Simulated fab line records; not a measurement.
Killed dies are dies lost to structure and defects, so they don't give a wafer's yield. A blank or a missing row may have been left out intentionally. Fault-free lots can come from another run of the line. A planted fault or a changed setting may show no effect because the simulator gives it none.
Problem report, 8D (eight disciplines) form, completed by code ; flow sky130 ; the parts of the form that need people (team, actions taken, sign-off) are left out

== 1. THE PROBLEM ==
Across 6 wafers from 2 lots, VT_ADJUST_LVTN_01_OVL at SKY_VT_ADJUST_LVTN_OVL_MEAS_18 averages 180.0 nm, while fault-free wafers read -0.3 nm with a standard deviation of 1.3. That is +99 or more standard deviations from the usual mean.
Seen first at day 11 23:13 on overlay-02, wafer L452.2. Wafers with a number at this step in the record: 42, from 14 lots. Rule for "out", or "out of limits": more than 4 standard deviations from the usual mean. The other wafers with a number count as sound.

== 2. WHAT IT IS, WHAT IT ISN'T ==
question;is;is not
which readings at this step;VT_ADJUST_LVTN_01_OVL;-
which lots;L452, L456;L437, L438, L440, L441, L442, L443, L444, L446, L447, L450, L458, L459
which wafers of those lots;all that have a number;-
read on which gauges;overlay-02;overlay-01
when;from day 11 23:13;"up to then (30 sound wafers); but 6 sound wafers of L458, L459 came after"

== 3. THE SUSPECTS, EACH WITH WHAT RULES IT OUT ==
Counting: any tool at a process step up to the reading is kept as a suspect provided that every lot that is out went through it and no sound lot did after the first of them.
- the gauge at SKY_VT_ADJUST_LVTN_OVL_MEAS_18: kept. All the wafers that are out were read on overlay-02, and no step on other tools shows them out.
- iline-stepper-01 at SKY_VT_ADJUST_LVTN_EXPOSE_15 (exposes mask HVN STD DERIVED, target cd 600 nm): kept. All lots that are out passed through it, beginning with L452 at day 11 11:14, and no sound lot followed; its final sound lot before that point was L450 at day 11 07:05.
After counting, iline-stepper-01 at SKY_VT_ADJUST_LVTN_EXPOSE_15 and overlay-02 at SKY_VT_ADJUST_LVTN_OVL_MEAS_18 remain.

== 4. THE CAUSE (what the simulator had put in) ==
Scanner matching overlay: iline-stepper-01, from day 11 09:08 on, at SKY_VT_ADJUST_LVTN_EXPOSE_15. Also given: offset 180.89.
Of the 2 suspects that counting leaves, this tool is one.

== 5. THE CHAIN OF EFFECTS, in route order ==
Each row: a reading where the mean over the struck wafers with a number is more than 3 standard deviations away from the usual. Scope: only readings with a usual standard deviation given in the record; hours: median across lots of the time from each lot's start at the first step in this table that gives one to its start at this step; sigmas: change in usual standard deviations.
hours;step;reading;usual;on struck wafers;change;sigmas
0;SKY_VT_ADJUST_LVTN_OVL_MEAS_18;VT_ADJUST_LVTN_01_OVL;-0.3 nm;180.0;+180.3;+99 or more
At these later measuring or inspecting steps, every struck wafer for which the step has a row has a number for every such reading, and none has moved that far: SKY_VT_ADJUST_LVTN_TW_MEAS_21.

== 6. HOW IT WOULD HAVE BEEN CAUGHT EARLIER ==
Counted from the fault's start at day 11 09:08, it took 14 hours until the first out-of-limits reading at a measuring or inspecting step in this record, taken at day 11 23:13.
Of the lots that are out (2), L456 began SKY_VT_ADJUST_LVTN_EXPOSE_15 on iline-stepper-01 after day 11 23:13. A tool hold placed at that time would have kept it from harm.
